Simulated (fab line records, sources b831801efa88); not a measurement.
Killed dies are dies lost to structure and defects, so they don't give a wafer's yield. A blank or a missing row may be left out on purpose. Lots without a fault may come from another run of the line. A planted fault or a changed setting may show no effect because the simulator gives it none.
fab line records | flow sky130
record lots=11 wafers=33 last_day=50
route steps=708 shown POLY_GATE@229 LDD_N@248 PAD_OPEN@708
lots that met no fault: from a run of the same line without faults
start_h: hours from the record's first day to the start of the lot's first wafer shown | wait_h: hours since the lot's step before | " the same as in the row above | L1.1+2: a row that stands for several wafers | - no value, or no start given | * or withheld: withheld | < > ~ a bound
route shown NAME@n: a module of which the file shows steps, and the number in the route of the first | usual: mean/standard deviation of fault-free wafers | same: alike in all rows | chamber/n: place in a boat | sites: the reading at each site | _std_site: their standard deviation | _edge_site: outer sites' mean less inner sites' | radius_mm: how far each site lies from the wafer's centre | mask NAME#n: copy n | behind: the tool/chamber that last shaped the wafer | hold: why the lot was held/for how many hours/how that ended | device: the transistor (n, p or np) that didn't switch | end of line: the same wafers' tests at the end of the route | a step without rows: its recipe alone | killed: dies lost to structure and defects at the first sort, not the wafer's yield | map: a wafer's dies, x killed, . not, _ none there
set.NAME: the setting as run; set.NAME@STEP: as run at that earlier step | model.NAME: the simulator's own value behind a step, which no gauge read
steps of the route over a sample of lots; a table a step, a row a wafer
services: from which hour (start_h, from the record's first day; less than 0 if before it) a tool's chamber was out of use, for how many hours, and why
## steps
# step SKY_POLY_GATE_ETCH_15
# recipe chemistry=N2/H2 target=BARC ion_energy_ev=200 source_w=500 bias_w=100 pressure_mtorr=30 n2_flow_sccm=100 h2_flow_sccm=200 stop_on=SiO2 time_s=118.5 target_depth_a=1100
# usual bias_w=99.97/0.29 drypump_motor_current_A=5.6/0.4 oes_product_au=0.716/0.0043 throttle_valve_pct=13.211/0.0088
# columns lot.wafer tool chamber start_h wait_h bias_w drypump_motor_current_A oes_product_au rf_hours_counter_h throttle_valve_pct
L194.3 rie_diel-02 2 385.20 0.0 100.29 6.1 0.716 92 13.216
L194.5 " 3 " " 99.82 6.0 0.713 - 13.207
L194.6 " 2 " " 100.53 6.1 0.716 - 13.214
L195.1 rie_diel-01 2 394.35 0.0 100.00 5.6 0.711 0 13.211
L195.4 " 1 " " 99.91 6.1 0.725 2 13.213
L195.6 " 2 " " 99.67 5.6 0.720 - 13.213
L197.1 rie_diel-02 1 415.95 0.0 100.19 6.1 0.714 3 13.208
L197.5 " 1 " " 100.21 6.1 0.711 - 13.194
L197.6 " 0 " " 99.78 6.1 0.711 - 13.215
L198.2 rie_diel-01 2 419.35 0.0 100.41 5.6 0.710 1 13.222
L198.3 " 3 " " 99.76 5.0 0.711 12 13.216
L198.5 " 2 " " 100.61 5.6 0.721 - 13.212
L199.2 rie_diel-04 2 441.25 0.0 100.02 5.1 0.713 94 13.205
L199.4 " 0 " " 100.21 5.4 0.713 67 13.217
L199.5 " 1 " " 99.96 5.3 0.721 - 13.217
L208.1 rie_diel-02 1 511.85 0.0 99.87 6.1 0.716 5 13.227
L208.4 " 3 " " 100.00 6.0 0.718 14 13.198
L208.5 " 0 " " 100.44 6.1 0.721 - 13.207
L209.1 rie_diel-02 0 530.45 0.0 100.21 6.0 0.709 71 13.192
L209.2 " 3 " " 100.31 6.0 0.724 14 13.194
L209.4 " 2 " " 99.99 6.2 0.715 0 13.209
L210.2 rie_diel-01 0 530.50 0.0 100.39 6.1 0.718 3 13.204
L210.4 " 1 " " 99.46 6.1 0.720 4 13.224
L210.6 " 2 " " 100.37 5.6 0.715 - 13.228
L211.1 rie_diel-04 0 537.48 0.0 99.59 5.4 0.719 70 13.202
L211.2 " 1 " " 99.86 5.3 0.711 33 13.214
L211.6 " 0 " " 99.89 5.4 0.715 - 13.215
L213.1 rie_diel-01 1 547.18 0.0 100.29 6.0 0.707 5 13.213
L213.4 " 2 " " 99.65 5.6 0.717 - 13.211
L213.6 " 3 " " 100.12 5.0 0.719 - 13.206
L215.2 rie_diel-04 0 560.48 0.0 100.29 5.4 0.712 70 13.211
L215.5 " 1 " " 100.18 5.3 0.725 - 13.211
L215.6 " 2 " " 100.33 5.1 0.715 - 13.192
# step SKY_POLY_GATE_THK_MEAS_21
# recipe reads=SiO2_of_POLY_GATE_OXIDATION_20
# usual POLY_GATE_OXIDATION_THK=3.97/0.079
# columns lot.wafer tool chamber start_h wait_h POLY_GATE_OXIDATION_THK[nm]
L194.3 film_metro-04 - 389.10 0.0 3.94
L194.5 " - " " 3.95
L194.6 " - " " 3.94
L195.1 film_metro-02 - 396.71 0.0 3.87
L195.4 " - " " 3.89
L195.6 " - " " 3.89
L197.1 film_metro-03 - 418.42 0.0 3.93
L197.5 " - " " 4.09
L197.6 " - " " 3.98
L198.2 film_metro-04 - 421.22 0.0 3.90
L198.3 " - " " 3.92
L198.5 " - " " 3.93
L199.2 film_metro-02 - 442.94 0.0 3.88
L199.4 " - " " 3.96
L199.5 " - " " 3.84
L208.1 film_metro-04 - 513.49 0.0 3.98
L208.4 " - " " 4.00
L208.5 " - " " 3.92
L209.1 film_metro-02 - 532.09 0.0 3.91
L209.2 " - " " 3.88
L209.4 " - " " 3.92
L210.2 film_metro-04 - 532.14 0.0 4.15
L210.4 " - " " 4.05
L210.6 " - " " 4.10
L211.1 film_metro-02 - 539.12 0.0 4.06
L211.2 " - " " 4.07
L211.6 " - " " 4.00
L213.1 film_metro-03 - 548.82 0.0 4.11
L213.4 " - " " 4.10
L213.6 " - " " 4.12
L215.2 film_metro-04 - 562.13 0.0 3.93
L215.5 " - " " 3.96
L215.6 " - " " 3.87
# step SKY_POLY_GATE_CD_MEAS_22
# usual cd_nm=149.1/2.2
# columns lot.wafer tool chamber start_h wait_h cd_nm
L194.3 cd_sem-02 - 389.20 0.1 145.8
L194.5 " - " " 147.0
L194.6 " - " " 144.8
L195.1 cd_sem-02 - 396.77 0.1 149.7
L195.4 " - " " 147.9
L195.6 " - " " 147.6
L197.1 cd_sem-02 - 418.48 0.1 146.5
L197.5 " - " " 149.4
L197.6 " - " " 148.3
L198.2 cd_sem-02 - 421.29 0.1 149.7
L198.3 " - " " 149.7
L198.5 " - " " 151.3
L199.2 cd_sem-02 - 443.02 0.1 148.7
L199.4 " - " " 150.4
L199.5 " - " " 148.4
L208.1 cd_sem-02 - 513.55 0.1 151.4
L208.4 " - " " 154.3
L208.5 " - " " 151.6
L209.1 cd_sem-01 - 532.15 0.1 150.8
L209.2 " - " " 152.5
L209.4 " - " " 147.8
L210.2 cd_sem-02 - 532.29 0.1 148.1
L210.4 " - " " 150.5
L210.6 " - " " 150.4
L211.1 cd_sem-02 - 539.18 0.1 148.6
L211.2 " - " " 148.9
L211.6 " - " " 146.8
L213.1 cd_sem-02 - 548.88 0.1 147.2
L213.4 " - " " 148.3
L213.6 " - " " 147.7
L215.2 cd_sem-01 - 562.21 0.1 148.7
L215.5 " - " " 147.8
L215.6 " - " " 146.8
# step SKY_LDD_N_IMPLANT_11
# recipe species=As energy_kev=20 dose_cm2=7.5e+13 tilt_deg=withheld rotation_deg=293
# columns lot.wafer tool chamber start_h wait_h
L194.3+5+6 implanter-01 0 418.39 0.1
L195.1+4+6 implanter-01 0 426.48 0.1
L197.1+5+6 implanter-04 0 449.28 0.1
L198.2+3+5 implanter-01 0 452.56 0.1
L198.2+3+5 implanter-01 0 452.88 0.3
L199.2+4+5 implanter-04 0 474.36 0.1
L208.1+4+5 implanter-02 0 543.73 0.1
L208.1+4+5 implanter-02 0 544.05 0.3
L209.1+2+4 implanter-02 0 562.48 0.1
L210.2+4+6 implanter-01 0 563.15 0.1
L211.1+2+6 implanter-04 0 569.23 0.1
L213.1+4+6 implanter-02 0 578.53 0.1
L215.2+5+6 implanter-04 0 592.30 0.1
# step SKY_LDD_N_STRIP_16
# recipe chemistry=O2/N2 power_w=1400 pressure_mtorr=1500 platen_temp_c=withheld o2_flow_sccm=3000 n2_flow_sccm=300 overash_fraction=0.5
# usual drypump_motor_current_A=6.0/0.41 oes_product_au=0.406/0.0046 strip_time_to_endpoint_s=4.309/0.014
# columns lot.wafer tool chamber start_h wait_h drypump_motor_current_A oes_product_au rf_hours_counter_h strip_time_to_endpoint_s
L194.3 plasma_asher-03 1 419.12 0.1 5.4 0.406 - 4.311
L194.5 " 0 " " 6.1 0.405 - 4.317
L194.6 " 1 " " 5.4 0.410 - 4.339
L195.1 plasma_asher-03 0 427.23 0.1 6.1 0.411 28 4.326
L195.4 " 1 " " 5.5 0.411 - 4.287
L195.6 " 0 " " 6.1 0.403 - 4.306
L197.1 plasma_asher-04 1 450.03 0.1 6.4 0.406 2 4.310
L197.5 " 0 " " 5.9 0.408 - 4.315
L197.6 " 1 " " 6.4 0.404 - 4.335
L198.2 plasma_asher-01 0 453.60 0.1 6.7 0.401 69 4.535
L198.3 " 0 " " 6.7 0.397 - 4.517
L198.5 " 1 " " 5.7 0.401 - 4.511
L199.2 plasma_asher-04 0 475.08 0.1 5.9 0.405 4 4.310
L199.4 " 0 " " 5.9 0.397 - 4.298
L199.5 " 1 " " 6.4 0.406 - 4.290
L208.1 plasma_asher-03 0 545.06 0.1 6.1 0.410 40 4.511
L208.4 " 1 " " 5.5 0.407 - 4.491
L208.5 " 0 " " 6.1 0.406 - 4.493
L209.1 plasma_asher-04 1 563.23 0.1 6.4 0.409 12 4.314
L209.2 " 0 " " 5.9 0.401 12 4.321
L209.4 " 0 " " 5.9 0.403 - 4.323
L210.2 plasma_asher-04 1 563.88 0.1 6.4 0.411 12 4.295
L210.4 " 0 " " 5.9 0.406 - 4.311
L210.6 " 0 " " 5.9 0.402 - 4.300
L211.1 plasma_asher-01 1 569.98 0.1 5.7 0.412 81 4.301
L211.2 " 0 " " 6.7 0.408 81 4.311
L211.6 " 1 " " 5.7 0.404 - 4.306
L213.1 plasma_asher-01 0 579.28 0.1 6.8 0.414 82 4.325
L213.4 " 0 " " 6.7 0.402 - 4.321
L213.6 " 1 " " 5.7 0.407 - 4.304
L215.2 plasma_asher-04 0 593.03 0.1 5.9 0.402 15 4.315
L215.5 " 1 " " 6.4 0.401 - 4.301
L215.6 " 0 " " 5.9 0.407 - 4.298
# step SKY_LDD_N_TW_MEAS_17
# usual LDD_N_TW=2624/30
# columns lot.wafer tool chamber start_h wait_h LDD_N_TW
L194.3 film_metro-03 - 419.21 0.1 2610
L194.5 " - " " 2611
L194.6 " - " " 2605
L195.1 film_metro-01 - 427.33 0.1 2656
L195.4 " - " " 2658
L195.6 " - " " 2656
L197.1 film_metro-03 - 450.13 0.1 2600
L197.5 " - " " 2598
L197.6 " - " " 2608
L198.2 film_metro-03 - 453.71 0.1 2729
L198.3 " - " " 2705
L198.5 " - " " 2719
L199.2 film_metro-01 - 475.19 0.1 2654
L199.4 " - " " 2652
L199.5 " - " " 2642
L208.1 film_metro-03 - 545.16 0.1 2696
L208.4 " - " " 2714
L208.5 " - " " 2700
L209.1 film_metro-03 - 563.33 0.1 2618
L209.2 " - " " 2618
L209.4 " - " " 2612
L210.2 film_metro-01 - 563.99 0.1 2648
L210.4 " - " " 2635
L210.6 " - " " 2649
L211.1 film_metro-03 - 570.08 0.1 2620
L211.2 " - " " 2612
L211.6 " - " " 2626
L213.1 film_metro-01 - 579.38 0.1 2666
L213.4 " - " " 2682
L213.6 " - " " 2660
L215.2 film_metro-02 - 593.14 0.1 2576
L215.5 " - " " 2576
L215.6 " - " " 2566
# step SKY_PAD_OPEN_PROBE_99
# usual killed_at_M0_to_M3=44/6.6 killed_at_M4_up=3.4/1.9 killed_at_contacts=25/5.6 killed_at_front_end=15/4.6 killed_at_other=0.3/0.6 killed_dies=88/9.5 killed_open=47/7.1 killed_short=40/6.4
# same gross_dies=492 killed_at_back_side=0
# columns lot.wafer tool chamber start_h wait_h killed_at_M0_to_M3 killed_at_M4_up killed_at_contacts killed_at_front_end killed_at_other killed_dies killed_open killed_short
L197.1 prober-01 - 1108.92 0.1 32 5 16 17 0 70 28 42
L197.5 prober-01 - 1109.12 0.2 39 1 20 11 0 71 43 28
L197.6 prober-01 - 1109.17 0.2 38 0 22 11 0 71 39 32
L198.2 prober-02 - 1112.91 0.1 43 1 29 17 0 90 53 35
L198.3 prober-02 - 1112.96 0.2 48 2 14 22 0 86 56 30
L198.5 prober-02 - 1113.06 0.2 40 1 20 20 0 81 39 42
L208.1 prober-02 - 1165.99 0.1 44 1 19 11 0 75 44 30
L208.4 prober-02 - 1166.14 0.2 57 5 28 9 0 99 62 36
L208.5 prober-02 - 1166.19 0.2 49 2 34 21 0 106 63 41
L209.1 prober-01 - 1175.76 0.1 45 5 27 17 0 94 41 53
L209.2 prober-01 - 1175.81 0.1 39 4 22 19 0 84 40 44
L209.4 prober-01 - 1175.91 0.2 51 4 23 9 0 87 43 44
L210.2 prober-02 - 1182.49 0.1 42 4 32 14 0 92 53 39
L210.4 prober-02 - 1182.59 0.2 42 2 34 10 2 90 48 42
L210.6 prober-02 - 1182.69 0.2 38 5 27 21 0 91 52 39
L211.1 prober-02 - 1184.11 0.1 46 2 27 18 1 94 45 49
L211.2 prober-02 - 1184.16 0.1 47 2 21 15 0 85 48 37
L211.6 prober-02 - 1184.36 0.2 48 3 39 8 0 98 54 44
# killed by level:class
L197.1 POLY_GATE:geometric_particle:short=7 METAL1:geometric_particle:short=7 METAL2:geometric_particle:short=6 LI_CONTACT:geometric_particle:open=5 LOCAL_INTERCONNECT:geometric_particle:short=5 FIELD_ISO:geometric_particle:short=4 CONTACT:geometric_particle:open=4 VIA2:geometric_particle:open=4
L197.5 VIA1:geometric_particle:open=14 VIA2:geometric_particle:open=8 CONTACT:geometric_particle:short=6 CONTACT:geometric_particle:open=6 VIA1:geometric_particle:short=5 POLY_GATE:geometric_particle:open=4 FIELD_ISO:geometric_particle:short=3 VIA3:geometric_particle:open=3
L197.6 VIA2:geometric_particle:open=8 VIA1:geometric_particle:open=7 LI_CONTACT:geometric_particle:open=6 METAL1:geometric_particle:short=5 LOCAL_INTERCONNECT:geometric_particle:short=5 CONTACT:geometric_particle:open=5 VIA3:geometric_particle:open=5 CONTACT:geometric_particle:short=4
L198.2 VIA2:geometric_particle:open=11 CONTACT:geometric_particle:open=9 METAL1:geometric_particle:short=8 LI_CONTACT:geometric_particle:open=7 VIA3:geometric_particle:open=7 FIELD_ISO:geometric_particle:open=5 FIELD_ISO:geometric_particle:short=5 METAL1:geometric_particle:open=5
L198.3 VIA3:geometric_particle:open=13 VIA1:geometric_particle:short=10 VIA1:geometric_particle:open=10 POLY_GATE:geometric_particle:open=7 CONTACT:geometric_particle:open=6 VIA2:geometric_particle:open=5 FIELD_ISO:geometric_particle:short=4 LI_CONTACT:geometric_particle:open=4
L198.5 POLY_GATE:geometric_particle:open=9 LI_CONTACT:geometric_particle:open=7 METAL1:geometric_particle:short=7 CONTACT:geometric_particle:open=6 VIA1:geometric_particle:short=6 FIELD_ISO:geometric_particle:short=5 VIA2:geometric_particle:open=5 VIA3:geometric_particle:short=5
L208.1 VIA1:geometric_particle:open=12 CONTACT:geometric_particle:open=8 METAL1:geometric_particle:short=5 METAL2:geometric_particle:open=5 LI_CONTACT:geometric_particle:open=4 METAL2:geometric_particle:short=4 VIA2:geometric_particle:open=4 CONTACT:geometric_particle:short=4
L208.4 VIA1:geometric_particle:open=18 VIA3:geometric_particle:open=15 LI_CONTACT:geometric_particle:open=8 CONTACT:geometric_particle:open=7 VIA1:geometric_particle:short=5 METAL1:geometric_particle:short=5 VIA2:geometric_particle:open=5 LI_CONTACT:geometric_particle:short=4
L208.5 VIA1:geometric_particle:open=15 LI_CONTACT:geometric_particle:open=12 CONTACT:geometric_particle:open=10 FIELD_ISO:geometric_particle:short=7 VIA2:geometric_particle:open=7 LI_CONTACT:geometric_particle:short=6 VIA3:geometric_particle:open=6 FIELD_ISO:geometric_particle:open=5
L209.1 CONTACT:geometric_particle:open=9 CONTACT:geometric_particle:short=8 VIA1:geometric_particle:open=8 METAL1:geometric_particle:short=7 METAL2:geometric_particle:short=7 POLY_GATE:geometric_particle:short=6 LI_CONTACT:geometric_particle:open=5 VIA2:geometric_particle:short=5
L209.2 LI_CONTACT:geometric_particle:open=9 VIA1:geometric_particle:open=6 VIA3:geometric_particle:open=6 VIA3:geometric_particle:short=6 FIELD_ISO:geometric_particle:short=5 FIELD_ISO:geometric_particle:open=5 CONTACT:geometric_particle:open=5 VIA2:geometric_particle:open=5
L209.4 VIA1:geometric_particle:open=11 CONTACT:geometric_particle:open=9 METAL1:geometric_particle:short=8 METAL3:geometric_particle:short=6 METAL2:geometric_particle:short=6 LOCAL_INTERCONNECT:geometric_particle:short=5 VIA3:geometric_particle:open=5 VIA2:geometric_particle:open=5
L210.2 CONTACT:geometric_particle:open=16 VIA3:geometric_particle:open=10 LOCAL_INTERCONNECT:geometric_particle:short=6 LI_CONTACT:geometric_particle:open=6 VIA1:geometric_particle:short=6 POLY_GATE:geometric_particle:short=5 VIA1:geometric_particle:open=5 METAL2:geometric_particle:short=5
L210.4 LI_CONTACT:geometric_particle:open=14 CONTACT:geometric_particle:open=9 VIA1:geometric_particle:open=9 METAL2:geometric_particle:short=7 LOCAL_INTERCONNECT:geometric_particle:short=6 VIA2:geometric_particle:open=6 METAL1:geometric_particle:short=4 VIA3:geometric_particle:short=4
L210.6 CONTACT:geometric_particle:open=9 VIA1:geometric_particle:open=8 METAL2:geometric_particle:short=7 VIA3:geometric_particle:open=7 LOCAL_INTERCONNECT:geometric_particle:short=6 FIELD_ISO:geometric_particle:short=5 POLY_GATE:geometric_particle:open=5 LI_CONTACT:geometric_particle:open=5
L211.1 CONTACT:geometric_particle:open=9 VIA1:geometric_particle:short=8 LI_CONTACT:geometric_particle:open=8 METAL2:geometric_particle:short=8 VIA3:geometric_particle:short=6 VIA2:geometric_particle:open=6 VIA3:geometric_particle:open=6 FIELD_ISO:geometric_particle:short=5
L211.2 VIA1:geometric_particle:open=13 CONTACT:geometric_particle:open=9 VIA2:geometric_particle:open=6 VIA1:geometric_particle:short=6 FIELD_ISO:geometric_particle:open=5 LI_CONTACT:geometric_particle:open=5 METAL1:geometric_particle:short=5 METAL3:geometric_particle:short=5
L211.6 CONTACT:geometric_particle:open=14 LI_CONTACT:geometric_particle:open=9 CONTACT:geometric_particle:short=8 METAL1:geometric_particle:short=8 VIA3:geometric_particle:open=8 VIA2:geometric_particle:open=7 VIA1:geometric_particle:open=6 LOCAL_INTERCONNECT:geometric_particle:short=5
## services
# columns tool chamber start_h hours kind
implanter-01 - 385.62 2.3 repair
plasma_asher-04 - 389.05 2.8 pm
rie_diel-01 1 399.97 4.4 repair
rie_diel-02 - 401.54 0.2 repair
rie_diel-02 3 421.03 2.7 repair
plasma_asher-04 - 421.32 9.0 pm
implanter-02 - 424.56 4.8 pm
implanter-04 - 431.40 2.5 pm
implanter-02 - 451.12 1.6 repair
rie_diel-01 3 459.84 6.5 repair
implanter-01 - 461.31 11.8 pm
implanter-02 - 486.70 2.8 repair
implanter-01 - 497.78 4.0 repair
rie_diel-01 - 498.52 1.2 repair
implanter-02 - 509.12 2.5 pm
implanter-01 - 513.81 1.3 repair
plasma_asher-04 - 516.89 4.4 repair
implanter-01 - 521.66 0.6 repair
rie_diel-01 0 540.45 11.4 repair
implanter-04 - 543.07 5.0 repair
plasma_asher-04 - 543.78 4.3 repair
implanter-01 - 546.53 2.4 repair
rie_diel-01 3 548.88 5.6 repair
plasma_asher-04 - 575.93 6.8 repair
## key
first_sign step=SKY_LDD_N_IMPLANT_11 reading=visit direction=added
effect step=SKY_LDD_N_STRIP_16 reading=strip_time_to_endpoint_s direction=up sigmas=14 usual=* struck=*
effect step=SKY_LDD_N_TW_MEAS_17 reading=LDD_N_TW direction=up sigmas=2.9 usual=2624 struck=2710
met_at SKY_LDD_N_IMPLANT_11
struck_lots L198,L208
tester_left_out L198,L208
not_acting_at SKY_POLY_GATE_ETCH_15,SKY_POLY_GATE_THK_MEAS_21,SKY_POLY_GATE_CD_MEAS_22
fault kind=repeated_step_whole tool=implanter-01,implanter-02,implanter-04 chamber=- onset_h=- steps=SKY_LDD_N_IMPLANT_11 times=1 scope=struck_lots_only
# tester_left_out: of these lots the tester's yield and bins aren't shown, on N5 and GAA mostly nor the transistor test; their killed dies are dies lost to structure and defects alone, not to doping, threshold or leakage, so they don't give the yield
